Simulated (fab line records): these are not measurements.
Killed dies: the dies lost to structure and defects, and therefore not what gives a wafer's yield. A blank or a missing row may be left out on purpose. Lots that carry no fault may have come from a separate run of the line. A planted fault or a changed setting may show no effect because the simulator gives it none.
A struck lot beside a sound one | flow sky130 | 28 out of 708 route steps
Sound: these wafers, L328.1, L328.5, L328.6. Wafers L335.1, L335.3, L335.4 were the ones struck. At the end, the cause is stated.
Per side, at each step with rows, come the tool, then ch with its chambers, and then its first start. Under that, the readings that differ: sound wafers | struck wafers | difference of the means | sigmas: that difference in standard deviations of wafers without a fault.
alike: readings with means less than 2 such deviations apart, plus words and numbers identical on both sides. not compared: withheld readings, readings lacking a value on some wafer, bounds such as >300 that could conceal the same value, and numbers that have no deviation in the record and whose values overlap.
Wherever a step has rows on one side only, a row that says differs or no value, or a row with sigmas, the two part there. Numbers that have no deviation but don't overlap get no sigmas and don't part them. Lack of a reading on every wafer of one side parts them only where that side has two or more wafers.

SKY_LI_CONTACT_OVL_MEAS_13:
  struck on overlay-01, day 34 12:04; sound on overlay-02, day 32 06:13
  alike: LI_CONTACT_OVL
then, 1 step without rows for these wafers: SKY_LI_CONTACT_ETCH_14 (etches BARC in N2/H2, stops on SiO2, time 45.9 s, target depth 60 nm).
SKY_LI_CONTACT_ETCH_15: etches PSG in C4F8/O2/Ar, stops on Si, target depth 600 nm.
  sound on rie diel-04 ch 1,2, day 32 06:17; struck on rie diel-04 ch 1,2,3, day 34 12:08
  alike: bias w, oes product au
SKY_LI_CONTACT_STRIP_16: strips in O2/N2.
  sound on plasma asher-01 ch 0,1, day 32 06:23; struck on plasma asher-03 ch 0,1, day 34 12:14
  alike: drypump motor current A, oes product au, strip time to endpoint s
  not compared: rf hours counter h
then, 3 steps without rows for these wafers: SKY_LI_CONTACT_CLEAN_17 (cleans in NMP, time 600 s); SKY_LI_CONTACT_PRE_CLEAN_18 (time 5.6 s); SKY_LI_CONTACT_SPUTTER_19 (material Ti, target thk 20 nm, time 106.37 s).
SKY_LI_CONTACT_SPUTTER_20: material TiN, target thk 20 nm, time 80 s.
  struck on pvd sputter-04, day 34 12:36; sound on pvd sputter-02, day 32 06:45
  alike: throttle valve pct
then, 1 step without rows for these wafers: SKY_LI_CONTACT_CVD_21 (deposits W, target thk 400 nm, time 120.56 s).
SKY_LI_CONTACT_RS_MEAS_22: measures by four-point-probe.
  struck on film metro-02, day 34 12:47; sound on film metro-03, day 32 07:04
  alike: LI_CONTACT_W_RS
SKY_LI_CONTACT_THK_MEAS_23: measures by xrf.
  struck on film metro-02, day 34 12:55; sound on film metro-03, day 32 07:11
  alike: LI_CONTACT_W_THK
SKY_LI_CONTACT_CMP_24: polishes, stops on PSG, t overpolish 20 s, target thk 0 nm.
  sound on cmp-01 ch 0,3, day 32 07:17; struck on cmp-01 ch 1,2,3, day 34 12:58
  alike: motor current A, overpolish run s, time to endpoint s
SKY_LOCAL_INTERCONNECT_SPUTTER_00: material TiN, target thk 100 nm, time 83.3 s.
  struck on pvd sputter-01, day 34 13:16; sound on pvd sputter-01, day 32 07:32
  alike: substrate temp c, throttle valve pct
SKY_LOCAL_INTERCONNECT_RS_MEAS_01: measures by four-point-probe.
  struck on film metro-04, day 34 13:37; sound on film metro-02, day 32 07:37
  reading                            | sound             | struck            | difference | sigmas
  LOCAL_INTERCONNECT_TIN_RS (ohm/sq) | 14.15 14.24 14.13 | 17.05 17.00 17.40 | +2.98      | +23
  not compared: hold
SKY_LOCAL_INTERCONNECT_THK_MEAS_02: measures by xrf.
  struck on film metro-04, day 34 20:03; sound on film metro-02, day 32 07:44
  reading                         | sound          | struck         | difference | sigmas
  LOCAL_INTERCONNECT_TIN_THK (nm) | 99.2 98.8 99.2 | 86.2 85.9 84.5 | -13.5      | -16
  not compared: hold
then, 7 steps without rows for these wafers: SKY_LOCAL_INTERCONNECT_HMDS_04 (prime time 60 s); SKY_LOCAL_INTERCONNECT_COAT_05 (resist thk 60 nm); SKY_LOCAL_INTERCONNECT_COAT_06 (resist thk 456.8 nm); SKY_LOCAL_INTERCONNECT_SOFTBAKE_07 (time 90 s); SKY_LOCAL_INTERCONNECT_EXPOSE_08 (exposes mask LI1M, target cd 170 nm); SKY_LOCAL_INTERCONNECT_PEB_09; SKY_LOCAL_INTERCONNECT_DEVELOP_10 (develop time 60 s).
SKY_LOCAL_INTERCONNECT_CD_MEAS_11: the cd target is 170 nm.
  struck on cd sem-02, day 35 16:12; sound on cd sem-02, day 33 09:52
  alike: cd nm
SKY_LOCAL_INTERCONNECT_OVL_MEAS_12:
  struck on overlay-02, day 35 16:19; sound on overlay-01, day 33 09:59
  alike: LOCAL_INTERCONNECT_OVL
SKY_LOCAL_INTERCONNECT_ETCH_13: etches BARC in N2/H2, stops on SiO2, time 45.9 s, target depth 60 nm.
  sound on rie metal-04 ch 0,1, day 33 10:01; struck on rie metal-03 ch 0,1, day 35 16:21
  alike: bias w, drypump motor current A, oes product au, throttle valve pct
  not compared: rf hours counter h
SKY_LOCAL_INTERCONNECT_METAL_ETCH_14: etches TiN in Cl2/BCl3, stops on PSG, target depth 110 nm, time 31.4 s.
  sound on rie metal-04 ch 0,1, day 33 10:05; struck on rie metal-03 ch 0,1, day 35 16:25
  reading                | sound                | struck               | difference | sigmas
  oes product au (a.u.)  | 0.926 0.930 0.951    | 0.866 0.874 0.849    | -0.073     | -11
  throttle valve pct (%) | 21.892 21.902 21.891 | 21.953 21.955 21.955 | +0.059     | +6
  alike: bias w, drypump motor current A, mfc cl2 sccm
  not compared: rf hours counter h
then, 1 step without rows for these wafers: SKY_LOCAL_INTERCONNECT_STRIP_15 (strips in O2/N2).
-- here the record skips 14 days between the struck wafers' starts before and after, leaving off in module LOCAL_INTERCONNECT and picking up in module PAD_OPEN (first step shown: number 708 of the route) --
SKY_PAD_OPEN_PROBE_99:
  the record has rows for the struck wafers here (prober-01, day 49 18:24) and none for the sound ones

WHERE THEY PART
Last at SKY_PAD_OPEN_PROBE_99 as far as this record goes, first at SKY_LOCAL_INTERCONNECT_RS_MEAS_01.

WHY: the cause the simulator had injected
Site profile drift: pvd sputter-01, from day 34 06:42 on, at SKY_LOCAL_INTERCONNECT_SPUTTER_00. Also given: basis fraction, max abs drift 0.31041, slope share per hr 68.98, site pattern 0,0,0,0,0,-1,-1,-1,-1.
